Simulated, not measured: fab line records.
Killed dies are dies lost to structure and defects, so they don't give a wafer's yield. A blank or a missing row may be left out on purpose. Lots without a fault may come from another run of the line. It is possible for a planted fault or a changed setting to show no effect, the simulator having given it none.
fab line records ; flow sky130
record: lots: 10; wafers: 30; last-day: 50
route steps=708 shown NWELL@67 POLY_GATE@204
lots with no fault: from the same line, run without faults
start-h: hours from the record's first day to the start of the lot's first wafer shown ; wait-h: how many hours have passed since the lot's step before this one ; " as in the row above ; L1.1+2: several wafers, shown together as one row ; - no value, or no start was given ; * or withheld: withheld ; < > ~ a bound
route shown NAME@n: NAME is a module with steps in the file, n the number in the route of the first one ; usual: average and standard deviation across the fault-free wafers ; same: alike in all rows ; chamber/n: place in a boat ; sites: per-site readings ; _std_site: their standard deviation ; _edge_site: mean of outer sites minus mean of inner sites ; radius-mm: how far each site lies from the wafer's centre ; mask NAME#n: copy n ; behind: the tool/chamber that last shaped the wafer ; hold: what put the lot on hold/how long, in hours/how the hold closed ; device: which transistor (n, p or np) failed to switch ; end of line: at the end of the route, the tests of the same wafers ; where a step has no rows: the recipe by itself ; killed: at the first sort, the dies lost to defects and structure; wafer yield is something else ; map: per-die view of a wafer (x killed, . not killed, _ where there is no die)
set.NAME: the setting as run; set.NAME@STEP: as run at that earlier step ; model.NAME: the simulator's own value behind a step, which no gauge read
one table for each step of the route and one row for each wafer, over a sample of lots
services: when a tool's chamber went out of use (start-h, in hours from the record's first day, below 0 if earlier), for how many hours, and the reason
== steps ==
step: SKY_NWELL_STRIP_14
recipe: chemistry: O2/N2; power-w: 1400; pressure-mtorr: 1500; platen-temp-c: withheld; o2-flow-sccm: 3000; n2-flow-sccm: 300; overash-fraction: 0.5
usual: drypump-motor-current-A: 5.8/0.32; oes-product-au: 0.722/0.0047; strip-time-to-endpoint-s: 36.94/0.099
lot.wafer;tool;chamber;start-h;wait-h;drypump-motor-current-A;oes-product-au;rf-hours-counter-h;strip-time-to-endpoint-s
L476.4;plasma-asher-04;0;98.82;0.1;5.6;0.722;-;36.89
L476.5;plasma-asher-04;0;98.82;0.1;5.6;0.724;-;36.83
L476.6;plasma-asher-04;1;98.82;0.1;6.2;0.721;-;36.98
L474.3;plasma-asher-04;0;103.44;0.1;5.6;0.720;-;36.93
L474.4;plasma-asher-04;1;103.44;0.1;6.2;0.723;-;36.85
L474.6;plasma-asher-04;0;103.44;0.1;5.6;0.721;-;36.91
L484.2;plasma-asher-01;0;141.50;0.1;6.0;0.728;3;36.94
L484.4;plasma-asher-01;0;141.50;0.1;6.0;0.724;-;36.92
L484.5;plasma-asher-01;1;141.50;0.1;6.3;0.711;-;37.01
L483.2;plasma-asher-01;1;142.89;0.1;6.3;0.725;3;36.88
L483.4;plasma-asher-01;1;142.89;0.1;6.3;0.713;-;36.90
L483.6;plasma-asher-01;0;142.89;0.1;5.9;0.728;-;36.92
L485.1;plasma-asher-03;1;151.15;0.1;5.4;0.719;33;36.92
L485.2;plasma-asher-03;0;151.15;0.1;5.7;0.718;33;36.99
L485.3;plasma-asher-03;1;151.15;0.1;5.4;0.722;-;36.91
L486.3;plasma-asher-03;1;154.92;0.1;5.4;0.720;-;36.95
L486.5;plasma-asher-03;0;154.92;0.1;5.6;0.719;-;36.75
L486.6;plasma-asher-03;1;154.92;0.1;5.4;0.728;-;36.86
L487.2;plasma-asher-04;0;161.09;0.1;5.6;0.722;47;36.84
L487.4;plasma-asher-04;1;161.09;0.1;6.2;0.722;-;36.88
L487.6;plasma-asher-04;0;161.09;0.1;5.6;0.717;-;36.87
L494.4;plasma-asher-03;0;205.57;0.1;5.7;0.722;-;37.05
L494.5;plasma-asher-03;0;205.57;0.1;5.7;0.726;-;37.11
L494.6;plasma-asher-03;1;205.57;0.1;5.4;0.725;-;37.04
L496.1;plasma-asher-01;0;220.44;0.1;5.9;0.718;10;36.90
L496.3;plasma-asher-01;1;220.44;0.1;6.3;0.732;-;36.88
L496.6;plasma-asher-01;1;220.44;0.1;6.3;0.726;-;36.90
L497.2;plasma-asher-01;1;227.14;0.1;6.3;0.731;11;37.08
L497.4;plasma-asher-01;1;227.14;0.1;6.3;0.717;-;37.00
L497.6;plasma-asher-01;1;227.14;0.1;6.3;0.724;-;36.96
step: SKY_NWELL_STRIP_25
recipe: chemistry: O2/N2; power-w: 1400; pressure-mtorr: 1500; platen-temp-c: withheld; o2-flow-sccm: 3000; n2-flow-sccm: 300; overash-fraction: 0.5
usual: drypump-motor-current-A: 5.9/0.32; oes-product-au: 0.722/0.0047; strip-time-to-endpoint-s: 36.93/0.11
lot.wafer;tool;chamber;start-h;wait-h;drypump-motor-current-A;oes-product-au;rf-hours-counter-h;strip-time-to-endpoint-s
L476.4;plasma-asher-03;1;116.84;0.1;5.4;0.719;-;36.84
L476.5;plasma-asher-03;1;116.84;0.1;5.4;0.727;-;37.02
L476.6;plasma-asher-03;0;116.84;0.1;5.6;0.719;-;36.98
L474.3;plasma-asher-01;0;121.44;0.1;6.0;0.725;-;36.74
L474.4;plasma-asher-01;1;121.44;0.1;6.3;0.724;-;36.79
L474.6;plasma-asher-01;1;121.44;0.1;6.3;0.718;-;36.72
L484.2;plasma-asher-01;0;162.04;0.1;5.9;0.720;5;37.02
L484.4;plasma-asher-01;1;162.04;0.1;6.3;0.720;-;36.98
L484.5;plasma-asher-01;1;162.04;0.1;6.3;0.721;-;36.98
L483.2;plasma-asher-03;0;163.04;0.1;5.7;0.714;34;36.96
L483.4;plasma-asher-03;0;163.04;0.1;5.7;0.727;-;36.95
L483.6;plasma-asher-03;1;163.04;0.1;5.4;0.724;-;37.02
L485.1;plasma-asher-04;0;170.95;0.1;5.6;0.718;48;36.95
L485.2;plasma-asher-04;1;170.95;0.1;6.1;0.721;48;36.98
L485.3;plasma-asher-04;1;170.95;0.1;6.2;0.725;-;37.01
L486.3;plasma-asher-03;1;176.37;0.1;5.4;0.726;-;36.93
L486.5;plasma-asher-03;1;176.37;0.1;5.4;0.720;-;36.93
L486.6;plasma-asher-03;0;176.37;0.1;5.7;0.729;-;36.98
L487.2;plasma-asher-04;1;182.20;0.1;6.2;0.724;49;37.13
L487.4;plasma-asher-04;0;182.20;0.1;5.6;0.720;-;37.07
L487.6;plasma-asher-04;1;182.20;0.1;6.1;0.722;-;37.12
L494.4;plasma-asher-04;1;228.22;0.1;6.2;0.722;-;37.10
L494.5;plasma-asher-04;1;228.22;0.1;6.2;0.725;-;37.13
L494.6;plasma-asher-04;0;228.22;0.1;5.6;0.711;-;37.07
L496.1;plasma-asher-04;1;243.24;0.1;6.2;0.715;56;36.83
L496.3;plasma-asher-04;1;243.24;0.1;6.2;0.717;-;36.79
L496.6;plasma-asher-04;0;243.24;0.1;5.6;0.724;-;36.85
L497.2;plasma-asher-04;0;250.59;0.1;5.6;0.720;56;36.96
L497.4;plasma-asher-04;0;250.59;0.1;5.6;0.717;-;36.82
L497.6;plasma-asher-04;0;250.59;0.1;5.6;0.723;-;36.89
step: SKY_POLY_GATE_CVD_00
recipe: material: poly-Si; target-thk-nm: 180; temp-c: 620; time-s: 720; pressure-mtorr: 200
usual: spike-tc-bottom-C: 640/4.6; spike-tc-centre-C: 619.9/1.7; spike-tc-lower-C: 620.0/1.1; spike-tc-top-C: 641.0/1.6; spike-tc-upper-C: 619.5/1.4
lot.wafer;tool;chamber;start-h;wait-h;spike-tc-bottom-C;spike-tc-centre-C;spike-tc-lower-C;spike-tc-top-C;spike-tc-upper-C
L476.4;lpcvd-01;1;332.05;0.9;644;618.7;620.5;641.1;619.5
L476.5;lpcvd-01;1;332.05;0.9;644;619.4;619.8;638.2;618.6
L476.6;lpcvd-01;1;332.05;0.9;642;618.5;618.4;640.6;620.1
L474.3;lpcvd-01;1;333.25;0.9;643;617.1;617.1;641.5;617.9
L474.4;lpcvd-01;1;333.25;0.9;643;618.0;617.6;640.5;619.6
L474.6;lpcvd-01;1;333.25;0.9;644;619.4;619.6;640.2;618.7
L483.2;lpcvd-01;0;397.47;0.0;636;620.4;620.0;643.0;621.2
L483.4;lpcvd-01;0;397.47;0.0;634;622.0;620.0;644.0;621.2
L483.6;lpcvd-01;0;397.47;0.0;636;622.4;620.3;641.7;621.3
L484.2;lpcvd-01;1;397.47;0.0;644;618.7;620.1;640.0;619.7
L484.4;lpcvd-01;1;397.47;0.0;645;618.0;617.9;641.1;618.9
L484.5;lpcvd-01;1;397.47;0.0;645;618.6;619.8;641.1;618.1
L485.1;lpcvd-01;1;405.74;0.0;644;617.9;620.1;638.8;619.1
L485.2;lpcvd-01;1;405.74;0.0;644;619.2;617.8;640.9;618.7
L485.3;lpcvd-01;1;405.74;0.0;644;617.0;619.6;638.3;617.7
L486.3;lpcvd-01;1;408.79;0.0;634;612.8;610.0;629.8;612.0
L486.5;lpcvd-01;1;408.79;0.0;635;609.2;610.9;632.7;608.3
L486.6;lpcvd-01;1;408.79;0.0;636;610.3;611.9;631.9;610.1
L487.2;lpcvd-01;1;416.95;0.0;634;609.6;611.0;631.9;612.2
L487.4;lpcvd-01;1;416.95;0.0;637;609.1;611.9;631.8;610.0
L487.6;lpcvd-01;1;416.95;0.0;633;611.1;611.6;631.6;609.6
L494.4;lpcvd-01;0;484.44;0.0;635;622.3;620.4;641.0;621.3
L494.5;lpcvd-01;0;484.44;0.0;636;620.8;620.7;642.5;622.0
L494.6;lpcvd-01;0;484.44;0.0;634;622.5;620.7;642.5;621.7
L496.1;lpcvd-01;0;501.38;0.0;633;619.9;620.3;640.6;619.1
L496.3;lpcvd-01;0;501.38;0.0;634;621.6;622.1;642.8;620.0
L496.6;lpcvd-01;0;501.38;0.0;633;623.7;620.2;642.4;622.1
L497.2;lpcvd-01;1;506.08;0.0;643;618.3;619.8;640.6;620.1
L497.4;lpcvd-01;1;506.08;0.0;643;619.4;620.5;638.2;618.4
L497.6;lpcvd-01;1;506.08;0.0;644;618.2;618.6;639.3;618.2
step: SKY_POLY_GATE_THK_MEAS_01
recipe: reads: poly-Si_of_POLY_GATE_CVD_00
usual: POLY_GATE_CVD_00_THK: 179.3/1.4
lot.wafer;tool;chamber;start-h;wait-h;POLY_GATE_CVD_00_THK[nm]
L476.4;film-metro-02;-;333.28;0.0;179.1
L476.5;film-metro-02;-;333.28;0.0;180.4
L476.6;film-metro-02;-;333.28;0.0;178.7
L474.3;film-metro-02;-;334.47;0.0;179.6
L474.4;film-metro-02;-;334.47;0.0;180.4
L474.6;film-metro-02;-;334.47;0.0;180.9
L483.2;film-metro-04;-;398.68;0.0;181.4
L483.4;film-metro-04;-;398.68;0.0;180.7
L483.6;film-metro-04;-;398.68;0.0;181.1
L484.2;film-metro-03;-;398.68;0.0;181.2
L484.4;film-metro-03;-;398.68;0.0;179.8
L484.5;film-metro-03;-;398.68;0.0;181.0
L485.1;film-metro-03;-;406.94;0.0;178.4
L485.2;film-metro-03;-;406.94;0.0;179.3
L485.3;film-metro-03;-;406.94;0.0;179.4
L486.3;film-metro-03;-;410.01;0.0;146.8
L486.5;film-metro-03;-;410.01;0.0;147.1
L486.6;film-metro-03;-;410.01;0.0;146.3
L487.2;film-metro-02;-;418.16;0.0;142.5
L487.4;film-metro-02;-;418.16;0.0;143.2
L487.6;film-metro-02;-;418.16;0.0;145.0
L494.4;film-metro-03;-;485.67;0.0;180.2
L494.5;film-metro-03;-;485.67;0.0;181.0
L494.6;film-metro-03;-;485.67;0.0;180.5
L496.1;film-metro-03;-;502.58;0.0;178.3
L496.3;film-metro-03;-;502.58;0.0;180.6
L496.6;film-metro-03;-;502.58;0.0;180.2
L497.2;film-metro-04;-;507.29;0.0;180.4
L497.4;film-metro-04;-;507.29;0.0;180.5
L497.6;film-metro-04;-;507.29;0.0;182.2
step: SKY_POLY_GATE_ETCH_17
recipe: target-depth-nm: 180; stop-on: SiO2; over-etch-frac: 0.56667; chemistry: HBr/Cl2; target: poly-Si; icp-w: 400; bias-w: 100; pressure-mtorr: 10; HBr_flow_sccm: 150; Cl2_flow_sccm: 50; time-s: 70.5
usual: HBr_flow_sccm: 149.9/0.43; bias-w: 100.02/0.28; drypump-motor-current-A: 5.8/0.43; oes-product-au: 0.986/0.0085; throttle-valve-pct: 33.684/0.0093
lot.wafer;tool;chamber;start-h;wait-h;HBr_flow_sccm;bias-w;drypump-motor-current-A;oes-product-au;rf-hours-counter-h;throttle-valve-pct
L474.3;rie-si-01;0;393.25;0.0;149.8;99.72;5.5;0.972;65;33.685
L474.4;rie-si-01;2;393.25;0.0;150.1;100.16;6.2;0.976;58;33.683
L474.6;rie-si-01;2;393.25;0.0;149.8;99.86;6.2;0.967;-;33.696
L476.4;rie-si-02;3;393.38;0.1;150.0;100.02;6.2;0.987;-;33.673
L476.5;rie-si-02;0;393.38;0.1;149.5;100.17;5.6;0.992;-;33.687
L476.6;rie-si-02;2;393.38;0.1;150.4;99.92;5.0;0.983;-;33.674
L484.2;rie-si-01;2;463.71;0.0;149.8;99.84;6.2;0.978;58;33.682
L484.4;rie-si-01;2;463.71;0.0;149.6;100.16;6.2;0.974;-;33.689
L484.5;rie-si-01;0;463.71;0.0;150.0;100.27;5.5;0.984;-;33.681
L483.2;rie-si-02;2;464.06;0.0;149.3;99.97;5.0;0.992;1;33.697
L483.4;rie-si-02;1;464.06;0.0;150.1;100.20;5.6;0.984;1;33.685
L483.6;rie-si-02;1;464.06;0.0;150.3;100.19;5.6;0.975;-;33.691
L485.1;rie-si-02;3;469.71;0.0;149.5;100.16;6.2;0.982;4;33.695
L485.2;rie-si-02;0;469.71;0.0;150.3;100.81;5.6;0.981;6;33.681
L485.3;rie-si-02;2;469.71;0.0;150.3;100.24;5.0;0.987;1;33.708
L486.3;rie-si-01;2;472.70;0.0;149.9;99.81;6.2;0.868;58;33.681
L486.5;rie-si-01;2;472.70;0.0;150.3;100.17;6.2;0.858;-;33.704
L486.6;rie-si-01;0;472.70;0.0;150.0;99.64;5.5;0.858;-;33.688
L487.2;rie-si-02;2;480.25;0.0;150.2;100.20;4.9;0.840;1;33.685
L487.4;rie-si-02;0;480.25;0.0;149.8;99.80;5.6;0.842;-;33.684
L487.6;rie-si-02;2;480.25;0.0;150.8;100.45;5.0;0.857;-;33.687
L494.4;rie-si-01;3;547.63;0.1;150.0;99.74;5.8;0.997;-;33.680
L494.5;rie-si-01;0;547.63;0.1;149.8;100.16;5.5;0.991;-;33.687
L494.6;rie-si-01;1;547.63;0.1;150.2;99.82;6.3;0.987;-;33.700
L496.1;rie-si-01;0;566.16;0.0;149.7;99.84;5.5;0.986;0;33.688
L496.3;rie-si-01;2;566.16;0.0;149.9;99.87;6.2;0.989;0;33.696
L496.6;rie-si-01;2;566.16;0.0;150.8;100.29;6.2;0.993;-;33.682
L497.2;rie-si-02;2;570.00;0.0;149.3;99.63;5.0;0.974;1;33.686
L497.4;rie-si-02;1;570.00;0.0;149.7;99.76;5.6;0.983;1;33.678
L497.6;rie-si-02;0;570.00;0.0;149.3;99.95;5.6;1.003;-;33.678
step: SKY_POLY_GATE_CD_MEAS_22
usual: cd-nm: 150/3.4
lot.wafer;tool;chamber;start-h;wait-h;cd-nm
L474.3;cd-sem-02;-;400.24;0.1;149
L474.4;cd-sem-02;-;400.24;0.1;155
L474.6;cd-sem-02;-;400.24;0.1;153
L476.4;cd-sem-01;-;400.44;0.3;146
L476.5;cd-sem-01;-;400.44;0.3;144
L476.6;cd-sem-01;-;400.44;0.3;145
L484.2;cd-sem-02;-;465.25;0.1;155
L484.4;cd-sem-02;-;465.25;0.1;154
L484.5;cd-sem-02;-;465.25;0.1;152
L483.2;cd-sem-01;-;466.50;0.1;151
L483.4;cd-sem-01;-;466.50;0.1;146
L483.6;cd-sem-01;-;466.50;0.1;146
L485.1;cd-sem-02;-;471.32;0.1;144
L485.2;cd-sem-02;-;471.32;0.1;144
L485.3;cd-sem-02;-;471.32;0.1;149
L486.3;cd-sem-02;-;474.27;0.1;148
L486.5;cd-sem-02;-;474.27;0.1;156
L486.6;cd-sem-02;-;474.27;0.1;147
L487.2;cd-sem-02;-;481.85;0.1;149
L487.4;cd-sem-02;-;481.85;0.1;148
L487.6;cd-sem-02;-;481.85;0.1;150
L494.4;cd-sem-02;-;549.38;0.1;154
L494.5;cd-sem-02;-;549.38;0.1;150
L494.6;cd-sem-02;-;549.38;0.1;150
L496.1;cd-sem-01;-;568.22;0.1;143
L496.3;cd-sem-01;-;568.22;0.1;145
L496.6;cd-sem-01;-;568.22;0.1;147
L497.2;cd-sem-02;-;572.35;0.1;148
L497.4;cd-sem-02;-;572.35;0.1;145
L497.6;cd-sem-02;-;572.35;0.1;150
== services ==
tool;chamber;start-h;hours;kind
rie-si-01;-;82.16;0.4;repair
rie-si-01;1;105.76;3.3;repair
plasma-asher-01;-;108.75;9.0;pm
lpcvd-01;-;134.12;1.6;repair
plasma-asher-03;-;139.75;11.1;repair
rie-si-02;-;160.78;1.6;repair
rie-si-02;0;176.13;7.8;repair
plasma-asher-01;-;212.78;2.8;pm
plasma-asher-03;-;230.72;14.6;pm
lpcvd-01;-;258.54;14.6;pm
rie-si-01;0;297.33;6.5;repair
rie-si-01;-;311.89;2.8;pm
rie-si-02;-;350.95;0.3;repair
rie-si-02;3;356.52;15.8;repair
plasma-asher-01;-;360.87;1.6;repair
plasma-asher-04;-;384.05;2.2;repair
plasma-asher-04;-;401.92;2.2;repair
plasma-asher-04;-;421.25;9.0;pm
plasma-asher-01;-;480.93;4.5;repair
plasma-asher-01;-;488.27;3.8;repair
plasma-asher-03;-;490.70;1.2;repair
plasma-asher-01;-;509.06;10.3;pm
plasma-asher-01;-;531.64;4.3;pm
plasma-asher-03;-;551.24;1.0;repair
== key ==
first-sign: step: SKY_POLY_GATE_CVD_00; reading: spike-tc-lower-C; direction: down; sigmas: 8.1; usual: 620.0; struck: 611.2
effect: step: SKY_POLY_GATE_CVD_00; reading: spike-tc-upper-C; direction: down; sigmas: 6.7; usual: 619.5; struck: 610.4
effect: step: SKY_POLY_GATE_THK_MEAS_01; reading: POLY_GATE_CVD_00_THK; direction: down; sigmas: 24; usual: 179.3; struck: 145.1
effect: step: SKY_POLY_GATE_ETCH_17; reading: oes-product-au; direction: down; sigmas: 16; usual: 0.986; struck: 0.854
met-at SKY_POLY_GATE_CVD_00
struck-lots L486,L487
tester-left-out L486,L487
not-acting-at SKY_NWELL_STRIP_14,SKY_NWELL_STRIP_25,SKY_POLY_GATE_CD_MEAS_22
onset-between 405.74 408.79
fault: kind: process-parameter-drift; tool: lpcvd-01; chamber: -; onset-h: 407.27; steps: SKY_POLY_GATE_CVD_00; channel: temp-c; offset: *; shape: step; end-h: 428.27; stated: *
tester-left-out: of these lots the tester's yield and bins aren't shown, on N5 and GAA mostly nor the transistor test; their killed dies are dies lost to structure and defects alone, not to doping, threshold or leakage, so they don't give the yield
